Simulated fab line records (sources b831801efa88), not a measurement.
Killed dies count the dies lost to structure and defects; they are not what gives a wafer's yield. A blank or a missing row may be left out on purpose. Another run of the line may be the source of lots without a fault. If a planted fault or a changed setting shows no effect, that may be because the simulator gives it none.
fab line records / flow sky130
record lots=5 wafers=15 lastDay=50
route steps=708 shown METAL5@680 PASSIVATION@681 PAD_OPEN@694
lots untouched by any fault: they come from a run of this same line in which no faults occurred
startH: start of the lot's first displayed wafer, in hours after the record's first day / waitH: hours from the lot's prior step to this one / " same as the row above / L1.1+2: a row that stands for several wafers / - value missing, or start not given / * or withheld: withheld / < > ~ a bound
route shown NAME@n: NAME is a module with steps in the file, n the number in the route of the first one / usual: mean/standard deviation of fault-free wafers / same: alike in all rows / chamber/n: place in a boat / sites: each site's reading / _std_site: standard deviation across them / _edge_site: outer sites' mean less inner sites' / radiusMm: for every site, how far away it sits from the centre of the wafer / mask NAME#n: copy n / behind: the last tool/chamber to shape the wafer / hold: what put the lot on hold/how long, in hours/how the hold closed / device: the transistor (n, p or np) that didn't switch / end of line: the tests these same wafers got at the end of their route / for a step that has no rows: nothing shown but its recipe / killed: count of dies lost to structure and defects at first sort (not the wafer's yield) / map: a wafer's dies, marking killed ones x, the rest . and places with no die _
set.NAME: the setting the step ran with; set.NAME@STEP: the setting that earlier step ran with / model.NAME: the simulator's own value behind a step, which no gauge read
lots at selected steps of the route; one table per step, one row per wafer
services: a tool's chamber out of use, with start hour (startH, from the record's first day; less than 0 if before it), hours out, and reason
## steps
# step SKY_METAL5_CLEAN_19
# recipe chemistry=O3/DIW dry=n2Spin
# step SKY_PASSIVATION_CVD_00
# recipe material=SiO2 targetThkNm=90 tempC=400 timeS=withheld rfW=600
# usual heaterPowerW=670/110 rfFwdPowerW=588.9/2.7
lot.wafer=L936.2 tool=pecvd-02 chamber=2 startH=1035.69 waitH=0.0 heaterPowerW=796 rfFwdPowerW=592.4
lot.wafer=L936.4 tool=pecvd-02 chamber=1 startH=1035.69 waitH=0.0 heaterPowerW=882 rfFwdPowerW=591.7
lot.wafer=L936.6 tool=pecvd-02 chamber=2 startH=1035.69 waitH=0.0 heaterPowerW=799 rfFwdPowerW=593.5
lot.wafer=L938.1 tool=pecvd-04 chamber=2 startH=1053.40 waitH=0.0 heaterPowerW=547 rfFwdPowerW=590.9
lot.wafer=L938.3 tool=pecvd-04 chamber=1 startH=1053.40 waitH=0.0 heaterPowerW=812 rfFwdPowerW=588.1
lot.wafer=L938.4 tool=pecvd-04 chamber=2 startH=1053.40 waitH=0.0 heaterPowerW=560 rfFwdPowerW=591.8
lot.wafer=L947.1 tool=pecvd-04 chamber=1 startH=1114.08 waitH=0.0 heaterPowerW=678 rfFwdPowerW=586.3
lot.wafer=L947.2 tool=pecvd-04 chamber=2 startH=1114.08 waitH=0.0 heaterPowerW=610 rfFwdPowerW=591.3
lot.wafer=L947.3 tool=pecvd-04 chamber=0 startH=1114.08 waitH=0.0 heaterPowerW=661 rfFwdPowerW=584.4
lot.wafer=L956.3 tool=pecvd-02 chamber=0 startH=1160.35 waitH=0.0 heaterPowerW=642 rfFwdPowerW=590.6
lot.wafer=L956.4 tool=pecvd-02 chamber=1 startH=1160.35 waitH=0.0 heaterPowerW=883 rfFwdPowerW=590.3
lot.wafer=L956.6 tool=pecvd-02 chamber=2 startH=1160.35 waitH=0.0 heaterPowerW=734 rfFwdPowerW=593.7
lot.wafer=L957.2 tool=pecvd-03 chamber=2 startH=1164.69 waitH=0.0 heaterPowerW=587 rfFwdPowerW=588.9
lot.wafer=L957.3 tool=pecvd-03 chamber=2 startH=1164.69 waitH=0.0 heaterPowerW=569 rfFwdPowerW=590.6
lot.wafer=L957.4 tool=pecvd-03 chamber=0 startH=1164.69 waitH=0.0 heaterPowerW=660 rfFwdPowerW=588.2
# step SKY_PASSIVATION_THK_MEAS_01
# recipe reads=SiO2_of_PASSIVATION_CVD_00
# usual PASSIVATION_CVD_00_THK=90.2/1.1
lot.wafer=L936.2 tool=filmMetro-03 chamber=- startH=1035.72 waitH=- PASSIVATION_CVD_00_THK[nm]=89.1
lot.wafer=L936.4 tool=filmMetro-03 chamber=- startH=1035.72 waitH=- PASSIVATION_CVD_00_THK[nm]=90.4
lot.wafer=L936.6 tool=filmMetro-03 chamber=- startH=1035.72 waitH=- PASSIVATION_CVD_00_THK[nm]=91.8
lot.wafer=L938.1 tool=filmMetro-03 chamber=- startH=1053.43 waitH=- PASSIVATION_CVD_00_THK[nm]=88.4
lot.wafer=L938.3 tool=filmMetro-03 chamber=- startH=1053.43 waitH=- PASSIVATION_CVD_00_THK[nm]=89.7
lot.wafer=L938.4 tool=filmMetro-03 chamber=- startH=1053.43 waitH=- PASSIVATION_CVD_00_THK[nm]=89.5
lot.wafer=L947.1 tool=filmMetro-03 chamber=- startH=1114.20 waitH=- PASSIVATION_CVD_00_THK[nm]=90.7
lot.wafer=L947.2 tool=filmMetro-03 chamber=- startH=1114.20 waitH=- PASSIVATION_CVD_00_THK[nm]=89.8
lot.wafer=L947.3 tool=filmMetro-03 chamber=- startH=1114.20 waitH=- PASSIVATION_CVD_00_THK[nm]=89.8
lot.wafer=L956.3 tool=filmMetro-03 chamber=- startH=1160.39 waitH=- PASSIVATION_CVD_00_THK[nm]=90.1
lot.wafer=L956.4 tool=filmMetro-03 chamber=- startH=1160.39 waitH=- PASSIVATION_CVD_00_THK[nm]=90.3
lot.wafer=L956.6 tool=filmMetro-03 chamber=- startH=1160.39 waitH=- PASSIVATION_CVD_00_THK[nm]=90.8
lot.wafer=L957.2 tool=filmMetro-04 chamber=- startH=1164.73 waitH=- PASSIVATION_CVD_00_THK[nm]=89.3
lot.wafer=L957.3 tool=filmMetro-04 chamber=- startH=1164.73 waitH=- PASSIVATION_CVD_00_THK[nm]=89.5
lot.wafer=L957.4 tool=filmMetro-04 chamber=- startH=1164.73 waitH=- PASSIVATION_CVD_00_THK[nm]=90.3
# step SKY_PASSIVATION_CVD_02
# recipe material=Si3N4 targetThkNm=540 tempC=400 timeS=withheld rfW=450
# usual heaterPowerW=725/110 rfFwdPowerW=449.2/1.3
lot.wafer=L936.2 tool=pecvd-04 chamber=1 startH=1035.77 waitH=0.0 heaterPowerW=701 rfFwdPowerW=449.8
lot.wafer=L936.4 tool=pecvd-04 chamber=0 startH=1035.77 waitH=0.0 heaterPowerW=756 rfFwdPowerW=452.2
lot.wafer=L936.6 tool=pecvd-04 chamber=2 startH=1035.77 waitH=0.0 heaterPowerW=676 rfFwdPowerW=450.0
lot.wafer=L938.1 tool=pecvd-03 chamber=0 startH=1053.49 waitH=0.1 heaterPowerW=745 rfFwdPowerW=450.0
lot.wafer=L938.3 tool=pecvd-03 chamber=2 startH=1053.49 waitH=0.1 heaterPowerW=647 rfFwdPowerW=447.1
lot.wafer=L938.4 tool=pecvd-03 chamber=0 startH=1053.49 waitH=0.1 heaterPowerW=744 rfFwdPowerW=450.0
lot.wafer=L947.1 tool=pecvd-02 chamber=2 startH=1114.26 waitH=0.1 heaterPowerW=760 rfFwdPowerW=450.6
lot.wafer=L947.2 tool=pecvd-02 chamber=0 startH=1114.26 waitH=0.1 heaterPowerW=701 rfFwdPowerW=449.4
lot.wafer=L947.3 tool=pecvd-02 chamber=1 startH=1114.26 waitH=0.1 heaterPowerW=876 rfFwdPowerW=450.7
lot.wafer=L956.3 tool=pecvd-04 chamber=2 startH=1160.54 waitH=0.1 heaterPowerW=698 rfFwdPowerW=448.6
lot.wafer=L956.4 tool=pecvd-04 chamber=1 startH=1160.54 waitH=0.1 heaterPowerW=766 rfFwdPowerW=448.3
lot.wafer=L956.6 tool=pecvd-04 chamber=1 startH=1160.54 waitH=0.1 heaterPowerW=802 rfFwdPowerW=446.9
lot.wafer=L957.2 tool=pecvd-04 chamber=2 startH=1164.78 waitH=0.0 heaterPowerW=702 rfFwdPowerW=448.7
lot.wafer=L957.3 tool=pecvd-04 chamber=1 startH=1164.78 waitH=0.0 heaterPowerW=870 rfFwdPowerW=448.9
lot.wafer=L957.4 tool=pecvd-04 chamber=1 startH=1164.78 waitH=0.0 heaterPowerW=710 rfFwdPowerW=448.4
# step SKY_PASSIVATION_THK_MEAS_03
# recipe reads=Si3N4_of_PASSIVATION_CVD_02
# usual PASSIVATION_CVD_02_THK=539/6.4
lot.wafer=L936.2 tool=filmMetro-01 chamber=- startH=1036.00 waitH=- PASSIVATION_CVD_02_THK[nm]=535
lot.wafer=L936.4 tool=filmMetro-01 chamber=- startH=1036.00 waitH=- PASSIVATION_CVD_02_THK[nm]=541
lot.wafer=L936.6 tool=filmMetro-01 chamber=- startH=1036.00 waitH=- PASSIVATION_CVD_02_THK[nm]=541
lot.wafer=L938.1 tool=filmMetro-01 chamber=- startH=1053.71 waitH=- PASSIVATION_CVD_02_THK[nm]=537
lot.wafer=L938.3 tool=filmMetro-01 chamber=- startH=1053.71 waitH=- PASSIVATION_CVD_02_THK[nm]=527
lot.wafer=L938.4 tool=filmMetro-01 chamber=- startH=1053.71 waitH=- PASSIVATION_CVD_02_THK[nm]=547
lot.wafer=L947.1 tool=filmMetro-03 chamber=- startH=1114.48 waitH=- PASSIVATION_CVD_02_THK[nm]=537
lot.wafer=L947.2 tool=filmMetro-03 chamber=- startH=1114.48 waitH=- PASSIVATION_CVD_02_THK[nm]=538
lot.wafer=L947.3 tool=filmMetro-03 chamber=- startH=1114.48 waitH=- PASSIVATION_CVD_02_THK[nm]=536
lot.wafer=L956.3 tool=filmMetro-04 chamber=- startH=1160.79 waitH=- PASSIVATION_CVD_02_THK[nm]=535
lot.wafer=L956.4 tool=filmMetro-04 chamber=- startH=1160.79 waitH=- PASSIVATION_CVD_02_THK[nm]=542
lot.wafer=L956.6 tool=filmMetro-04 chamber=- startH=1160.79 waitH=- PASSIVATION_CVD_02_THK[nm]=546
lot.wafer=L957.2 tool=filmMetro-04 chamber=- startH=1165.01 waitH=- PASSIVATION_CVD_02_THK[nm]=527
lot.wafer=L957.3 tool=filmMetro-04 chamber=- startH=1165.01 waitH=- PASSIVATION_CVD_02_THK[nm]=532
lot.wafer=L957.4 tool=filmMetro-04 chamber=- startH=1165.01 waitH=- PASSIVATION_CVD_02_THK[nm]=540
# step SKY_PASSIVATION_DEHYDRATE_04
# recipe tempC=200 timeS=60
# step SKY_PASSIVATION_HMDS_05
# recipe primeTimeS=60 primeTempC=120
# step SKY_PASSIVATION_COAT_06
# recipe spinRpm=2000 resistThkNm=3000
# step SKY_PASSIVATION_SOFTBAKE_07
# recipe tempC=110 timeS=withheld
# step SKY_PASSIVATION_EXPOSE_08
# recipe maskId=NSM targetCdNm=3000 na=0.57 doseMj=260
# step SKY_PASSIVATION_PEB_09
# recipe tempC=115 timeS=withheld
# step SKY_PASSIVATION_DEVELOP_10
# recipe developTimeS=60 devTempC=23
# step SKY_PASSIVATION_ETCH_11
# recipe chemistry=CF4/O2 targetDepthNm=725 stopOn=AlCu sourceW=800 biasW=150 pressureMtorr=150 cf4FlowSccm=80 O2_flow_sccm=10 timeS=161.1
# usual drypumpMotorCurrentA=5.5/0.54 oesProductAu=0.977/0.0071 rfFwdPowerW=796.8/2.3 throttleValvePct=5.964/0.0087
lot.wafer=L936.2 tool=rieDiel-02 chamber=2 startH=1057.67 waitH=- drypumpMotorCurrentA=5.7 oesProductAu=0.972 rfFwdPowerW=798.2 rfHoursCounterH=21 throttleValvePct=5.970 model.etch.depthNm=698.6 model.PASSIVATION.featureDepthNm=698.6 model.coat_of_PASSIVATION_COAT_06.thkNm=2505
lot.wafer=L936.4 tool=rieDiel-02 chamber=3 startH=1057.67 waitH=- drypumpMotorCurrentA=5.4 oesProductAu=0.976 rfFwdPowerW=792.2 rfHoursCounterH=6 throttleValvePct=5.960 model.etch.depthNm=706.8 model.PASSIVATION.featureDepthNm=706.8 model.coat_of_PASSIVATION_COAT_06.thkNm=2492
lot.wafer=L936.6 tool=rieDiel-02 chamber=2 startH=1057.67 waitH=- drypumpMotorCurrentA=5.7 oesProductAu=0.990 rfFwdPowerW=796.8 rfHoursCounterH=- throttleValvePct=5.976 model.etch.depthNm=707.6 model.PASSIVATION.featureDepthNm=707.6 model.coat_of_PASSIVATION_COAT_06.thkNm=2498
lot.wafer=L938.1 tool=rieDiel-04 chamber=2 startH=1075.33 waitH=- drypumpMotorCurrentA=5.7 oesProductAu=0.971 rfFwdPowerW=798.2 rfHoursCounterH=14 throttleValvePct=5.962 model.etch.depthNm=701.1 model.PASSIVATION.featureDepthNm=701.1 model.coat_of_PASSIVATION_COAT_06.thkNm=2511
lot.wafer=L938.3 tool=rieDiel-04 chamber=1 startH=1075.33 waitH=- drypumpMotorCurrentA=4.9 oesProductAu=0.978 rfFwdPowerW=794.0 rfHoursCounterH=22 throttleValvePct=5.967 model.etch.depthNm=691.6 model.PASSIVATION.featureDepthNm=691.6 model.coat_of_PASSIVATION_COAT_06.thkNm=2500
lot.wafer=L938.4 tool=rieDiel-04 chamber=0 startH=1075.33 waitH=- drypumpMotorCurrentA=5.4 oesProductAu=0.976 rfFwdPowerW=798.8 rfHoursCounterH=- throttleValvePct=5.943 model.etch.depthNm=711.1 model.PASSIVATION.featureDepthNm=711.1 model.coat_of_PASSIVATION_COAT_06.thkNm=2516
lot.wafer=L947.1 tool=rieDiel-04 chamber=1 startH=1133.78 waitH=- drypumpMotorCurrentA=4.9 oesProductAu=0.977 rfFwdPowerW=796.2 rfHoursCounterH=25 throttleValvePct=5.962 model.etch.depthNm=703.2 model.PASSIVATION.featureDepthNm=703.2 model.coat_of_PASSIVATION_COAT_06.thkNm=2499
lot.wafer=L947.2 tool=rieDiel-04 chamber=2 startH=1133.78 waitH=- drypumpMotorCurrentA=5.7 oesProductAu=0.971 rfFwdPowerW=795.0 rfHoursCounterH=17 throttleValvePct=5.960 model.etch.depthNm=703.8 model.PASSIVATION.featureDepthNm=703.8 model.coat_of_PASSIVATION_COAT_06.thkNm=2507
lot.wafer=L947.3 tool=rieDiel-04 chamber=3 startH=1133.78 waitH=- drypumpMotorCurrentA=4.8 oesProductAu=0.922 rfFwdPowerW=801.8 rfHoursCounterH=19 throttleValvePct=5.938 model.etch.depthNm=633 model.PASSIVATION.featureDepthNm=633 model.coat_of_PASSIVATION_COAT_06.thkNm=2562
lot.wafer=L956.3 tool=rieDiel-03 chamber=0 startH=1178.03 waitH=- drypumpMotorCurrentA=5.6 oesProductAu=0.978 rfFwdPowerW=794.2 rfHoursCounterH=25 throttleValvePct=5.957 model.etch.depthNm=700.6 model.PASSIVATION.featureDepthNm=700.6 model.coat_of_PASSIVATION_COAT_06.thkNm=2503
lot.wafer=L956.4 tool=rieDiel-03 chamber=1 startH=1178.03 waitH=- drypumpMotorCurrentA=6.7 oesProductAu=0.983 rfFwdPowerW=799.5 rfHoursCounterH=20 throttleValvePct=5.965 model.etch.depthNm=707.4 model.PASSIVATION.featureDepthNm=707.4 model.coat_of_PASSIVATION_COAT_06.thkNm=2499
lot.wafer=L956.6 tool=rieDiel-03 chamber=0 startH=1178.03 waitH=- drypumpMotorCurrentA=5.6 oesProductAu=0.981 rfFwdPowerW=797.7 rfHoursCounterH=- throttleValvePct=5.963 model.etch.depthNm=711.4 model.PASSIVATION.featureDepthNm=711.4 model.coat_of_PASSIVATION_COAT_06.thkNm=2507
lot.wafer=L957.2 tool=rieDiel-03 chamber=1 startH=1181.22 waitH=- drypumpMotorCurrentA=6.7 oesProductAu=0.969 rfFwdPowerW=796.9 rfHoursCounterH=20 throttleValvePct=5.969 model.etch.depthNm=691.8 model.PASSIVATION.featureDepthNm=691.8 model.coat_of_PASSIVATION_COAT_06.thkNm=2517
lot.wafer=L957.3 tool=rieDiel-03 chamber=3 startH=1181.22 waitH=- drypumpMotorCurrentA=4.8 oesProductAu=0.982 rfFwdPowerW=793.9 rfHoursCounterH=7 throttleValvePct=5.949 model.etch.depthNm=696.2 model.PASSIVATION.featureDepthNm=696.2 model.coat_of_PASSIVATION_COAT_06.thkNm=2517
lot.wafer=L957.4 tool=rieDiel-03 chamber=2 startH=1181.22 waitH=- drypumpMotorCurrentA=5.2 oesProductAu=0.969 rfFwdPowerW=800.6 rfHoursCounterH=18 throttleValvePct=5.971 model.etch.depthNm=706 model.PASSIVATION.featureDepthNm=706 model.coat_of_PASSIVATION_COAT_06.thkNm=2531
# step SKY_PASSIVATION_STRIP_12
# recipe chemistry=O2/N2 powerW=1400 pressureMtorr=1500 platenTempC=withheld overashFraction=0.7 o2FlowSccm=3000 n2FlowSccm=300
# usual drypumpMotorCurrentA=5.65/0.29 oesProductAu=0.661/0.0049 stripTimeToEndpointS=31.48/0.13
lot.wafer=L936.2 tool=plasmaAsher-03 chamber=0 startH=1057.78 waitH=0.1 drypumpMotorCurrentA=5.45 oesProductAu=0.662 rfHoursCounterH=93 stripTimeToEndpointS=31.39
lot.wafer=L936.4 tool=plasmaAsher-03 chamber=0 startH=1057.78 waitH=0.1 drypumpMotorCurrentA=5.43 oesProductAu=0.661 rfHoursCounterH=- stripTimeToEndpointS=31.25
lot.wafer=L936.6 tool=plasmaAsher-03 chamber=0 startH=1057.78 waitH=0.1 drypumpMotorCurrentA=5.45 oesProductAu=0.663 rfHoursCounterH=- stripTimeToEndpointS=31.29
lot.wafer=L938.1 tool=plasmaAsher-02 chamber=0 startH=1075.43 waitH=0.1 drypumpMotorCurrentA=5.66 oesProductAu=0.658 rfHoursCounterH=33 stripTimeToEndpointS=31.46
lot.wafer=L938.3 tool=plasmaAsher-02 chamber=0 startH=1075.43 waitH=0.1 drypumpMotorCurrentA=5.65 oesProductAu=0.664 rfHoursCounterH=- stripTimeToEndpointS=31.33
lot.wafer=L938.4 tool=plasmaAsher-02 chamber=1 startH=1075.43 waitH=0.1 drypumpMotorCurrentA=5.52 oesProductAu=0.662 rfHoursCounterH=- stripTimeToEndpointS=31.52
lot.wafer=L947.1 tool=plasmaAsher-03 chamber=1 startH=1133.88 waitH=0.1 drypumpMotorCurrentA=5.14 oesProductAu=0.665 rfHoursCounterH=101 stripTimeToEndpointS=31.31
lot.wafer=L947.2 tool=plasmaAsher-03 chamber=0 startH=1133.88 waitH=0.1 drypumpMotorCurrentA=5.43 oesProductAu=0.660 rfHoursCounterH=101 stripTimeToEndpointS=31.40
lot.wafer=L947.3 tool=plasmaAsher-03 chamber=1 startH=1133.88 waitH=0.1 drypumpMotorCurrentA=5.12 oesProductAu=0.663 rfHoursCounterH=- stripTimeToEndpointS=32.04
lot.wafer=L956.3 tool=plasmaAsher-02 chamber=0 startH=1178.17 waitH=0.1 drypumpMotorCurrentA=5.66 oesProductAu=0.658 rfHoursCounterH=- stripTimeToEndpointS=31.35
lot.wafer=L956.4 tool=plasmaAsher-02 chamber=1 startH=1178.17 waitH=0.1 drypumpMotorCurrentA=5.52 oesProductAu=0.658 rfHoursCounterH=- stripTimeToEndpointS=31.32
lot.wafer=L956.6 tool=plasmaAsher-02 chamber=0 startH=1178.17 waitH=0.1 drypumpMotorCurrentA=5.63 oesProductAu=0.661 rfHoursCounterH=- stripTimeToEndpointS=31.41
lot.wafer=L957.2 tool=plasmaAsher-02 chamber=0 startH=1181.32 waitH=0.1 drypumpMotorCurrentA=5.65 oesProductAu=0.656 rfHoursCounterH=43 stripTimeToEndpointS=31.53
lot.wafer=L957.3 tool=plasmaAsher-02 chamber=1 startH=1181.32 waitH=0.1 drypumpMotorCurrentA=5.55 oesProductAu=0.651 rfHoursCounterH=- stripTimeToEndpointS=31.52
lot.wafer=L957.4 tool=plasmaAsher-02 chamber=0 startH=1181.32 waitH=0.1 drypumpMotorCurrentA=5.64 oesProductAu=0.664 rfHoursCounterH=- stripTimeToEndpointS=31.70
# step SKY_PAD_OPEN_DEHYDRATE_00
# recipe tempC=200 timeS=60
## services
tool=rieDiel-04 chamber=2 startH=1014.35 hours=3.0 kind=repair
tool=pecvd-04 chamber=- startH=1016.32 hours=2.8 kind=pm
tool=rieDiel-02 chamber=3 startH=1020.12 hours=2.8 kind=repair
tool=rieDiel-04 chamber=2 startH=1031.03 hours=4.7 kind=repair
tool=pecvd-04 chamber=0 startH=1043.65 hours=14.8 kind=repair
tool=rieDiel-04 chamber=0 startH=1045.78 hours=10.8 kind=repair
tool=rieDiel-04 chamber=3 startH=1067.45 hours=23.5 kind=repair
tool=rieDiel-03 chamber=0 startH=1088.95 hours=11.8 kind=repair
tool=plasmaAsher-03 chamber=- startH=1089.18 hours=0.5 kind=repair
tool=rieDiel-04 chamber=3 startH=1113.27 hours=5.9 kind=repair
tool=pecvd-04 chamber=- startH=1114.14 hours=1.8 kind=repair
tool=pecvd-02 chamber=0 startH=1118.85 hours=5.0 kind=repair
tool=rieDiel-04 chamber=0 startH=1120.85 hours=13.5 kind=repair
tool=pecvd-02 chamber=- startH=1121.43 hours=3.8 kind=repair
tool=rieDiel-04 chamber=3 startH=1123.31 hours=4.1 kind=repair
tool=rieDiel-03 chamber=3 startH=1126.01 hours=5.9 kind=repair
tool=pecvd-04 chamber=2 startH=1127.39 hours=5.5 kind=scheduledDown
tool=plasmaAsher-03 chamber=- startH=1150.12 hours=1.8 kind=repair
tool=pecvd-04 chamber=0 startH=1155.29 hours=5.5 kind=scheduledDown
tool=rieDiel-04 chamber=0 startH=1156.97 hours=3.6 kind=repair
tool=plasmaAsher-02 chamber=- startH=1158.49 hours=3.6 kind=repair
tool=pecvd-03 chamber=1 startH=1162.92 hours=4.3 kind=repair
tool=rieDiel-04 chamber=3 startH=1168.65 hours=2.0 kind=repair
tool=pecvd-04 chamber=2 startH=1172.06 hours=9.2 kind=repair
## key
firstSign step=SKY_PASSIVATION_ETCH_11 reading=oesProductAu direction=down sigmas=7.8 usual=0.977 struck=0.922
effect step=SKY_PASSIVATION_STRIP_12 reading=stripTimeToEndpointS direction=up sigmas=4.2 usual=* struck=*
modelEffect step=SKY_PASSIVATION_ETCH_11 value=etch.depthNm without=700.8 struck=633
metAt SKY_PASSIVATION_ETCH_11
struckWafers L947.3
sortLeftOut L947.3
fault kind=processParameterDrift tool=rieDiel-04 chamber=3 onsetH=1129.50 steps=SKY_PASSIVATION_ETCH_11 channel=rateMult offset=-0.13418 shape=step endH=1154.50
# sortLeftOut: the simulated sort isn't trusted on such a fault, so these wafers' sort isn't shown, and their yield isn't known
